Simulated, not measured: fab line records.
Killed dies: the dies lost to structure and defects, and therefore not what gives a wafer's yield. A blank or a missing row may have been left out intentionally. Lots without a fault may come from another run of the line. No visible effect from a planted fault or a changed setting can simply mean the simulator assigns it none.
fab line records	flow sky130
[record] lots = 12	wafers = 36	last-day = 50
route steps=708 shown VIA3@586 METAL4@600 METAL5@680 PAD_OPEN@708
lots untouched by any fault: they come from a run of this same line in which no faults occurred
start-h: hours from the record's first day to the start of the lot's first wafer shown	wait-h: hours since the lot's step before	" unchanged from the row above	L1.1+2: one row covering several wafers at once	- either no value or no given start	* or withheld: withheld	< > ~ a bound
route shown NAME@n: names a module that has steps shown in the file, with the first one's number in the route	usual: mean/standard deviation of fault-free wafers	same: alike in all rows	chamber/n: place in a boat	sites: each site's reading	_std_site: standard deviation across them	_edge_site: mean of outer sites minus mean of inner sites	radius-mm: for every site, how far away it sits from the centre of the wafer	mask NAME#n: copy n	behind: the most recent tool/chamber to have shaped the wafer	hold: why the lot was held/for how many hours/how that ended	device: whichever transistor did not switch (one of n, p or np)	end of line: at the end of the route, the tests of the same wafers	a step with no rows: only its recipe	killed: dies lost to structure and defects at the first sort, not the wafer's yield	map: a wafer's dies, marking killed ones x, the rest . and places with no die _
set.NAME: the setting the step ran with; set.NAME@STEP: the setting that earlier step ran with	model.NAME: the simulator's own value behind a step, which no gauge read
a sample of lots followed through the steps of the route, with each step as a table and each wafer as a row
services: a tool's chamber out of use, with start hour (start-h, from the record's first day; less than 0 if before it), hours out, and reason
[[steps]]
[step SKY_VIA3_OVL_MEAS_13]
[usual] VIA3_OVL = 1/5.7
lot.wafer	tool	chamber	start-h	wait-h	VIA3_OVL[nm]
L484.1	overlay-02	-	930.82	0.1	-1
L484.2	"	-	"	"	-1
L484.5	"	-	"	"	-3
L485.1	overlay-02	-	944.28	0.1	1
L485.4	"	-	"	"	-2
L485.5	"	-	"	"	9
L487.2	overlay-02	-	954.59	0.1	0
L487.4	"	-	"	"	5
L487.5	"	-	"	"	2
L488.2	overlay-01	-	974.07	0.1	-11
L488.4	"	-	"	"	-7
L488.6	"	-	"	"	-5
L490.3	overlay-01	-	993.74	0.1	-4
L490.4	"	-	"	"	5
L490.5	"	-	"	"	3
L492.1	overlay-01	-	995.81	0.1	-2
L492.4	"	-	"	"	0
L492.5	"	-	"	"	4
L495.2	overlay-01	-	1019.63	0.1	2
L495.4	"	-	"	"	5
L495.5	"	-	"	"	5
L497.2	overlay-01	-	1025.27	0.1	4
L497.3	"	-	"	"	5
L497.6	"	-	"	"	6
L498.2	overlay-01	-	1030.83	0.1	-9
L498.3	"	-	"	"	-12
L498.4	"	-	"	"	-7
L499.1	overlay-01	-	1040.09	0.1	2
L499.2	"	-	"	"	2
L499.6	"	-	"	"	1
L500.1	overlay-01	-	1045.86	0.1	7
L500.2	"	-	"	"	2
L500.5	"	-	"	"	13
L505.3	overlay-01	-	1071.05	0.1	3
L505.4	"	-	"	"	-3
L505.6	"	-	"	"	10
[step SKY_VIA3_ETCH_14]
[recipe] chemistry = N2/H2	target = BARC	ion-energy-ev = 200	source-w = 500	bias-w = 100	pressure-mtorr = 30	n2-flow-sccm = 100	h2-flow-sccm = 200	stop-on = SiO2	time-s = 45.9	target-depth-a = 600
[usual] chamber-pressure-mTorr = 30.000/0.028	drypump-motor-current-A = 5.4/0.41	oes-product-au = 0.856/0.005	throttle-valve-pct = 13.225/0.0094
lot.wafer	tool	chamber	start-h	wait-h	chamber-pressure-mTorr	drypump-motor-current-A	oes-product-au	rf-hours-counter-h	throttle-valve-pct
L484.1	rie-diel-03	3	930.86	0.0	29.993	5.1	0.855	6	13.220
L484.2	"	0	"	"	29.965	5.3	0.858	12	13.210
L484.5	"	2	"	"	29.973	6.1	0.861	-	13.218
L485.1	rie-diel-02	3	944.32	0.0	29.956	5.2	0.855	4	13.208
L485.4	"	0	"	"	30.017	5.3	0.847	2	13.244
L485.5	"	1	"	"	29.993	6.0	0.858	-	13.242
L487.2	rie-diel-04	3	954.62	0.0	30.027	5.0	0.854	5	13.235
L487.4	"	0	"	"	30.015	4.9	0.855	17	13.233
L487.5	"	0	"	"	29.996	4.9	0.859	-	13.221
L488.2	rie-diel-04	3	974.10	0.0	29.969	5.0	0.857	6	13.221
L488.4	"	3	"	"	29.992	5.0	0.852	-	13.238
L488.6	"	2	"	"	30.003	5.7	0.858	-	13.227
L490.3	rie-diel-04	2	993.76	0.0	29.974	5.7	0.861	11	13.229
L490.4	"	0	"	"	30.001	4.9	0.864	18	13.229
L490.5	"	0	"	"	29.981	4.9	0.857	-	13.221
L492.1	rie-diel-02	3	995.85	0.0	29.993	5.2	0.856	5	13.232
L492.4	"	1	"	"	29.977	6.0	0.852	23	13.240
L492.5	"	1	"	"	30.056	6.0	0.862	-	13.226
L495.2	rie-diel-04	3	1019.66	0.0	30.007	5.0	0.845	7	13.210
L495.4	"	0	"	"	30.033	4.9	0.856	-	13.217
L495.5	"	3	"	"	30.018	5.0	0.860	-	13.231
L497.2	rie-diel-04	2	1025.30	0.0	30.034	5.8	0.854	12	13.228
L497.3	"	1	"	"	30.001	5.6	0.856	13	13.225
L497.6	"	3	"	"	29.983	5.0	0.858	-	13.223
L498.2	rie-diel-02	1	1030.86	0.0	29.980	6.0	0.851	24	13.229
L498.3	"	0	"	"	29.990	5.3	0.860	5	13.226
L498.4	"	3	"	"	29.990	5.2	0.862	6	13.215
L499.1	rie-diel-04	1	1040.12	0.0	29.980	5.6	0.855	13	13.228
L499.2	"	0	"	"	29.988	4.9	0.854	19	13.227
L499.6	"	1	"	"	30.032	5.6	0.857	-	13.225
L500.1	rie-diel-02	3	1045.90	0.0	29.943	5.2	0.858	7	13.217
L500.2	"	0	"	"	30.054	5.3	0.857	5	13.234
L500.5	"	3	"	"	30.028	5.2	0.856	-	13.211
L505.3	rie-diel-04	3	1071.07	0.0	30.011	5.0	0.859	8	13.225
L505.4	"	0	"	"	29.977	4.9	0.864	20	13.231
L505.6	"	1	"	"	29.998	5.6	0.859	-	13.231
[step SKY_METAL4_SPUTTER_02]
[recipe] material = AlCu	target-thk-nm = 735	power-w = 10600	time-s = 39.1	chamber-pressure-pa = 0.4
[usual] cathode-dc-power-W = 10600/1.9	throttle-valve-pct = 30.0/0.76
lot.wafer	tool	chamber	start-h	wait-h	cathode-dc-power-W	throttle-valve-pct
L484.1	pvd-sputter-01	-	932.28	0.0	10601	30.1
L484.2	"	-	"	"	10599	28.4
L484.5	"	-	"	"	10600	29.8
L485.1	pvd-sputter-01	-	945.77	0.0	10597	30.2
L485.4	"	-	"	"	10601	29.8
L485.5	"	-	"	"	10600	29.9
L487.2	pvd-sputter-01	-	956.06	0.0	10598	29.9
L487.4	"	-	"	"	10600	30.1
L487.5	"	-	"	"	10600	30.3
L488.2	pvd-sputter-03	-	975.51	0.0	10602	31.5
L488.4	"	-	"	"	10599	30.6
L488.6	"	-	"	"	10598	31.3
L490.3	pvd-sputter-03	-	995.24	0.0	10599	31.4
L490.4	"	-	"	"	10601	30.8
L490.5	"	-	"	"	10600	31.5
L492.1	pvd-sputter-04	-	997.26	0.0	10600	30.5
L492.4	"	-	"	"	10600	30.2
L492.5	"	-	"	"	10597	30.2
L495.2	pvd-sputter-01	-	1021.11	0.0	10599	29.9
L495.4	"	-	"	"	10602	30.4
L495.5	"	-	"	"	10599	29.7
L497.2	pvd-sputter-04	-	1026.71	0.0	10598	30.4
L497.3	"	-	"	"	10601	30.0
L497.6	"	-	"	"	10599	29.7
L498.2	pvd-sputter-01	-	1032.27	0.0	10600	30.1
L498.3	"	-	"	"	10597	30.0
L498.4	"	-	"	"	10601	28.4
L499.1	pvd-sputter-03	-	1041.53	0.0	10599	30.4
L499.2	"	-	"	"	10603	30.5
L499.6	"	-	"	"	10601	30.8
L500.1	pvd-sputter-03	-	1047.32	0.0	10596	31.1
L500.2	"	-	"	"	10600	30.5
L500.5	"	-	"	"	10598	30.5
L505.3	pvd-sputter-01	-	1072.48	0.0	10601	28.4
L505.4	"	-	"	"	10600	30.4
L505.6	"	-	"	"	10601	28.5
[step SKY_METAL5_CLEAN_19]
[recipe] chemistry = O3/DIW	dry = n2-spin
lot.wafer	tool	chamber	start-h	wait-h
L484.1+2+5	wet-bench-02	2	1030.26	0.0
L485.1+4+5	wet-bench-03	0	1043.12	0.0
L487.2+4+5	wet-bench-04	0	1051.73	0.0
L488.2+4+6	wet-bench-04	0	1070.82	0.0
L490.3+4+5	wet-bench-03	3	1087.32	0.0
L492.1+4+5	wet-bench-04	0	1089.72	0.0
L495.2+4+5	wet-bench-04	0	1110.71	0.0
L497.2+3+6	wet-bench-04	0	1116.73	0.0
L498.2+3+4	wet-bench-03	2	1120.84	0.0
L499.1+2+6	wet-bench-04	3	1127.93	0.0
L500.1+2+5	wet-bench-04	1	1133.66	0.0
L505.3+4+6	wet-bench-02	2	1155.73	0.0
[step SKY_PAD_OPEN_PROBE_99]
[usual] defect-limited-yield = 82.4/2	killed_at_M0_to_M3 = 43/6.6	killed_at_M4_up = 3.0/1.7	killed-at-contacts = 24/5.4	killed-at-front-end = 16/4.6	killed-at-other = 0.3/0.53	killed-dies = 87/9.7	killed-open = 47/7.3	killed-short = 39/6.5	sort_bin_3_pad_short = 0.9/0.41	sort_bin_5_function = 10.4/1.4	sort_bin_6_memory = 6.3/1.2	sort-n-pass = 405/9.7	sort-yield-pct = 82.4/2
[same] gross-dies = 492	killed-at-back-side = 0	sort_bin_4_leakage[%] = 0	sort_bin_8_speed[%] = 0
lot.wafer	tool	chamber	start-h	wait-h	hold	defect-limited-yield[%]	killed_at_M0_to_M3	killed_at_M4_up	killed-at-contacts	killed-at-front-end	killed-at-other	killed-dies	killed-open	killed-short	sort_bin_3_pad_short[%]	sort_bin_5_function[%]	sort_bin_6_memory[%]	sort-n-pass	sort-yield-pct[%]
L492.1	prober-01	-	1132.68	0.1	-	82.5	35	4	27	20	0	86	41	45	0.6	11.8	5.1	406	82.5
L492.4	prober-01	-	1132.83	0.2	-	83.7	43	0	25	12	0	80	41	39	0.4	11.2	4.7	412	83.7
L492.5	prober-01	-	1132.88	0.2	-	80.1	52	3	29	14	0	98	45	53	1.8	12.6	5.5	394	80.1
L495.2	prober-02	-	1152.23	0.1	-	86.6	31	4	9	22	0	66	35	31	0	8.9	4.5	426	86.6
L495.4	prober-02	-	1152.33	0.2	-	83.7	44	5	22	9	0	80	40	40	0.8	9.8	5.7	412	83.7
L495.5	prober-02	-	1152.38	0.2	-	80.5	44	4	30	18	0	96	53	43	0.8	11.8	6.9	396	80.5
L497.2	prober-02	-	1157.85	0.1	await-dispo/1.8h/release	74.4	46	43	19	18	0	126	55	31	2.2	15.4	7.9	366	74.4
L497.3	prober-02	-	1157.90	0.2	await-dispo/1.8h/release	73.8	50	43	23	11	2	129	43	43	2.2	15.9	8.1	363	73.8
L497.6	prober-02	-	1158.05	0.2	await-dispo/1.8h/release	75.8	43	48	14	14	0	119	35	38	1.4	14.6	8.1	373	75.8
L498.2	prober-01	-	1161.30	0.1	-	83.9	33	3	25	18	0	79	34	45	0.6	10.6	4.9	413	83.9
L498.3	prober-01	-	1161.35	0.2	-	82.5	36	7	21	22	0	86	48	38	1.2	9.6	6.7	406	82.5
L498.4	prober-01	-	1161.40	0.2	-	81.7	45	3	21	21	0	90	46	44	1.0	11.0	6.3	402	81.7
L499.1	prober-02	-	1166.65	0.1	await-dispo/1.2h/release	74.4	48	41	21	16	0	126	48	38	1.6	14.6	9.3	366	74.4
L499.2	prober-02	-	1166.70	0.1	await-dispo/1.2h/release	73.4	43	49	27	12	0	131	52	32	1.6	18.7	6.3	361	73.4
L499.6	prober-02	-	1166.90	0.2	await-dispo/1.2h/release	75.6	43	46	19	12	0	120	43	35	1.8	15.4	7.1	372	75.6
L500.1	prober-01	-	1171.40	0.1	await-dispo/5.0h/release	81.3	39	14	22	17	0	92	38	41	1.6	10.2	6.9	400	81.3
L500.2	prober-01	-	1171.45	0.1	await-dispo/5.0h/release	82.5	37	20	16	13	0	86	34	35	3.5	9.8	4.3	406	82.5
L500.5	prober-01	-	1171.60	0.2	await-dispo/5.0h/release	79.9	46	12	24	16	1	99	46	40	2.4	12.0	5.7	393	79.9
// killed by level:class
L492.1 CONTACT:geometric-particle:open=13 FIELD_ISO:geometric-particle:short=7 FIELD_ISO:geometric-particle:open=7 METAL3:geometric-particle:short=7 CONTACT:geometric-particle:short=6 VIA3:geometric-particle:open=5 VIA1:geometric-particle:short=5 LI_CONTACT:geometric-particle:open=4
L492.4 CONTACT:geometric-particle:open=10 VIA1:geometric-particle:open=9 LOCAL_INTERCONNECT:geometric-particle:short=8 VIA1:geometric-particle:short=6 METAL2:geometric-particle:short=6 FIELD_ISO:geometric-particle:open=5 VIA3:geometric-particle:open=5 METAL2:geometric-particle:open=4
L492.5 CONTACT:geometric-particle:open=10 METAL1:geometric-particle:short=9 VIA2:geometric-particle:open=8 LI_CONTACT:geometric-particle:open=7 VIA3:geometric-particle:open=6 VIA3:geometric-particle:short=6 METAL2:geometric-particle:short=6 CONTACT:geometric-particle:short=5
L495.2 VIA1:geometric-particle:open=8 CONTACT:geometric-particle:open=6 FIELD_ISO:geometric-particle:short=5 POLY_GATE:geometric-particle:open=5 VIA1:geometric-particle:short=5 VIA2:geometric-particle:short=5 FIELD_ISO:geometric-particle:open=4 VIA3:geometric-particle:open=4
L495.4 VIA1:geometric-particle:open=14 VIA1:geometric-particle:short=8 LI_CONTACT:geometric-particle:open=7 CONTACT:geometric-particle:open=7 METAL1:geometric-particle:short=6 LOCAL_INTERCONNECT:geometric-particle:short=5 FIELD_ISO:geometric-particle:short=4 VIA2:geometric-particle:open=4
L495.5 VIA1:geometric-particle:open=11 CONTACT:geometric-particle:open=9 LOCAL_INTERCONNECT:geometric-particle:short=8 VIA2:geometric-particle:open=8 POLY_GATE:geometric-particle:short=6 METAL2:geometric-particle:short=6 CONTACT:geometric-particle:short=6 POLY_GATE:geometric-particle:open=5
L497.2 METAL5:unspecified=40 CONTACT:geometric-particle:open=10 VIA2:geometric-particle:open=10 VIA1:geometric-particle:open=10 VIA3:geometric-particle:open=8 METAL2:geometric-particle:short=6 POLY_GATE:geometric-particle:open=5 VIA3:geometric-particle:short=4
L497.3 METAL5:unspecified=43 CONTACT:geometric-particle:open=9 VIA1:geometric-particle:open=9 VIA2:geometric-particle:open=8 METAL1:geometric-particle:short=7 VIA1:geometric-particle:short=6 VIA2:geometric-particle:short=6 VIA3:geometric-particle:open=5
L497.6 METAL5:unspecified=46 VIA1:geometric-particle:open=12 VIA1:geometric-particle:short=7 FIELD_ISO:geometric-particle:short=6 METAL1:geometric-particle:short=6 CONTACT:geometric-particle:short=5 VIA3:geometric-particle:open=4 POLY_GATE:geometric-particle:open=3
L498.2 VIA1:geometric-particle:open=8 CONTACT:geometric-particle:short=7 CONTACT:geometric-particle:open=7 METAL3:geometric-particle:short=7 FIELD_ISO:geometric-particle:short=5 POLY_GATE:geometric-particle:short=5 LI_CONTACT:geometric-particle:open=5 VIA1:geometric-particle:short=5
L498.3 VIA1:geometric-particle:open=10 CONTACT:geometric-particle:open=6 VIA1:geometric-particle:short=6 FIELD_ISO:geometric-particle:open=5 CONTACT:geometric-particle:short=5 LI_CONTACT:geometric-particle:open=5 METAL4:geometric-particle:short=5 VIA2:geometric-particle:open=5
L498.4 CONTACT:geometric-particle:open=9 VIA1:geometric-particle:open=9 VIA2:geometric-particle:open=7 CONTACT:geometric-particle:short=7 POLY_GATE:geometric-particle:short=6 FIELD_ISO:geometric-particle:open=5 METAL1:geometric-particle:short=5 VIA1:geometric-particle:short=5
L499.1 METAL5:unspecified=40 VIA1:geometric-particle:open=14 CONTACT:geometric-particle:open=8 METAL1:geometric-particle:short=6 VIA2:geometric-particle:open=6 POLY_GATE:geometric-particle:open=5 LOCAL_INTERCONNECT:geometric-particle:short=5 CONTACT:geometric-particle:short=5
L499.2 METAL5:unspecified=47 VIA1:geometric-particle:open=11 VIA2:geometric-particle:open=10 LI_CONTACT:geometric-particle:open=9 FIELD_ISO:geometric-particle:open=8 VIA1:geometric-particle:short=8 CONTACT:geometric-particle:short=7 CONTACT:geometric-particle:open=7
L499.6 METAL5:unspecified=42 VIA1:geometric-particle:open=13 VIA2:geometric-particle:open=7 CONTACT:geometric-particle:open=6 LI_CONTACT:geometric-particle:short=5 METAL2:geometric-particle:short=5 VIA1:geometric-particle:short=5 VIA3:geometric-particle:open=5
L500.1 METAL5:unspecified=13 CONTACT:geometric-particle:open=11 VIA3:geometric-particle:open=7 VIA1:geometric-particle:short=6 VIA1:geometric-particle:open=6 POLY_GATE:geometric-particle:short=5 METAL1:geometric-particle:short=5 METAL2:geometric-particle:short=5
L500.2 METAL5:unspecified=17 VIA1:geometric-particle:open=12 CONTACT:geometric-particle:open=7 METAL1:geometric-particle:short=7 VIA3:geometric-particle:open=5 VIA3:geometric-particle:short=5 LOCAL_INTERCONNECT:geometric-particle:short=5 FIELD_ISO:geometric-particle:short=3
L500.5 METAL5:unspecified=12 CONTACT:geometric-particle:open=10 LI_CONTACT:geometric-particle:open=7 VIA1:geometric-particle:open=7 METAL1:geometric-particle:short=6 METAL3:geometric-particle:short=6 FIELD_ISO:geometric-particle:open=5 METAL2:geometric-particle:short=5
[[services]]
tool	chamber	start-h	hours	kind
rie-diel-03	-	959.63	0.5	repair
rie-diel-04	1	972.59	8.7	repair
pvd-sputter-03	-	985.08	0.5	repair
pvd-sputter-03	3	1013.91	-	consumable-replace:kit
pvd-sputter-03	3	1013.91	18.0	scheduled-down
pvd-sputter-03	3	1013.91	18.0	vent-cycle
rie-diel-04	2	1016.73	5.7	repair
pvd-sputter-03	-	1020.49	6.9	repair
rie-diel-03	0	1027.24	18.4	repair
pvd-sputter-01	2	1045.61	-	consumable-replace:kit
pvd-sputter-01	2	1045.61	18.0	scheduled-down
pvd-sputter-01	2	1045.61	18.0	vent-cycle
pvd-sputter-03	-	1076.73	8.2	repair
wet-bench-03	-	1087.96	2.7	repair
rie-diel-04	-	1102.46	1.2	repair
rie-diel-04	3	1103.02	2.6	repair
rie-diel-02	2	1110.04	11.4	repair
pvd-sputter-01	-	1122.18	3.7	repair
rie-diel-02	0	1127.75	9.2	repair
rie-diel-03	2	1133.58	9.2	repair
pvd-sputter-03	2	1137.32	-	consumable-replace:kit
rie-diel-03	3	1139.52	2.4	repair
rie-diel-02	-	1143.46	0.5	repair
rie-diel-03	1	1151.79	2.6	repair
[[key]]
[first-sign] step = SKY_PAD_OPEN_PROBE_99	reading = killed_at_M4_up	direction = up	sigmas = 19	usual = 3.0	struck = 35.1
[effect] step = SKY_PAD_OPEN_PROBE_99	reading = sort-yield-pct	direction = down	sigmas = 2.8	usual = 82.4	struck = 76.8	wafers-moved = 6
met-at SKY_METAL5_CLEAN_19
struck-lots L497,L499,L500
not-acting-at SKY_VIA3_OVL_MEAS_13,SKY_VIA3_ETCH_14,SKY_METAL4_SPUTTER_02
onset-between 1110.71 1116.73
[fault] kind = chamber-particle-source	tool = wet-bench-04	chamber = -	onset-h = 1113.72	steps = SKY_METAL5_CLEAN_19	rate-per-visit-cm2 = 0.41154	end-h = 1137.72
